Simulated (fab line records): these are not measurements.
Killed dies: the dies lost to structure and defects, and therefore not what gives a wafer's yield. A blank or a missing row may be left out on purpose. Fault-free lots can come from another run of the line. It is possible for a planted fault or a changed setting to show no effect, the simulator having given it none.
Which tool was responsible?	flow sky130	39 wafers from 13 lots sampled at 2 of the route's 708 steps

== WHAT EACH GAUGE READ, for each wafer ==
SKY_VIA1_CD_MEAS_12 targets a cd of 150 nm.
lot	measured	on	cd-nm (nm)
L242	day 33 23:55	cd-sem-01	150.9 149.6 150.6
L243	day 34 16:25	cd-sem-02	150.8 152.3 151.3
L245	day 35 12:00	cd-sem-01	148.3 149.7 149.4
L246	day 35 16:33	cd-sem-01	152.2 155.0 153.7
L248	day 36 06:11	cd-sem-02	152.0 153.4 151.6
L250	day 36 18:27	cd-sem-02	147.8 147.8 148.1
L251	day 37 05:55	cd-sem-02	147.2 147.6 148.3
L252	day 37 15:40	cd-sem-02	149.5 147.4 147.8
L253	day 37 16:25	cd-sem-01	149.7 150.4 150.4
L255	day 38 09:18	cd-sem-02	152.1 151.0 151.5
L256	day 38 18:32	cd-sem-02	149.0 151.8 152.1
L264	day 41 03:16	cd-sem-02	150.8 151.7 151.1
L265	day 41 14:55	cd-sem-02	149.7 150.4 152.5

SKY_VIA1_OVL_MEAS_13.
lot	measured	on	VIA1_OVL (nm)
L242	day 34 00:02	overlay-01	6 2 7
L243	day 34 16:32	overlay-01	7 -1 -4
L245	day 35 12:07	overlay-02	-7 -1 -4
L246	day 35 16:40	overlay-01	11 5 7
L248	day 36 06:18	overlay-02	11 11 7
L250	day 36 18:32	overlay-01	2 6 5
L251	day 37 06:02	overlay-01	-2 -1 -1
L252	day 37 15:46	overlay-02	-1 10 6
L253	day 37 16:32	overlay-01	-9 -4 -2
L255	day 38 09:25	overlay-01	6 11 4
L256	day 38 18:38	overlay-02	3 -6 -4
L264	day 41 03:23	overlay-02	-2 -2 5
L265	day 41 15:02	overlay-02	6 10 5

== WHICH TOOL RAN EACH LOT (tool, then ch and the chambers of the sampled wafers, then the start) ==
No process step before these readings appears in the record.

== AS READ BY THE TOOLS THEMSELVES (means over the sampled wafers that have a number; for cases with no such wafer, the mark the record gives instead) ==
The record holds no such reading with a usual standard deviation.

== THE ANSWER, worked out from the rows above alone ==
Rule: the usual values come from the lots themselves. The widest of any qualifying gaps counts: lots, ordered by their means at a reading, are off when they make up no more than a third of the lots, leave a main group of 4 or more, and stand apart from it by 3 or more times the standard deviation of that group's means. If all means in a main group match to the digits the tables above print for the reading, that group is not used. Also off: a lot with no number at a reading for which 4 or more lots have one. Any other lot the step has rows for is counted as sound. After the gauges, taken in route order, come the tools' own readings; for these a lot's mean is taken, as printed above. At the first step where some lot is off, the reading lying furthest off is the one used; lots without a number count as furthest.
Across all readings shown, no lot is off: no conclusion can be drawn from this.

== WHAT HAD BEEN PUT IN BY THE SIMULATOR ==
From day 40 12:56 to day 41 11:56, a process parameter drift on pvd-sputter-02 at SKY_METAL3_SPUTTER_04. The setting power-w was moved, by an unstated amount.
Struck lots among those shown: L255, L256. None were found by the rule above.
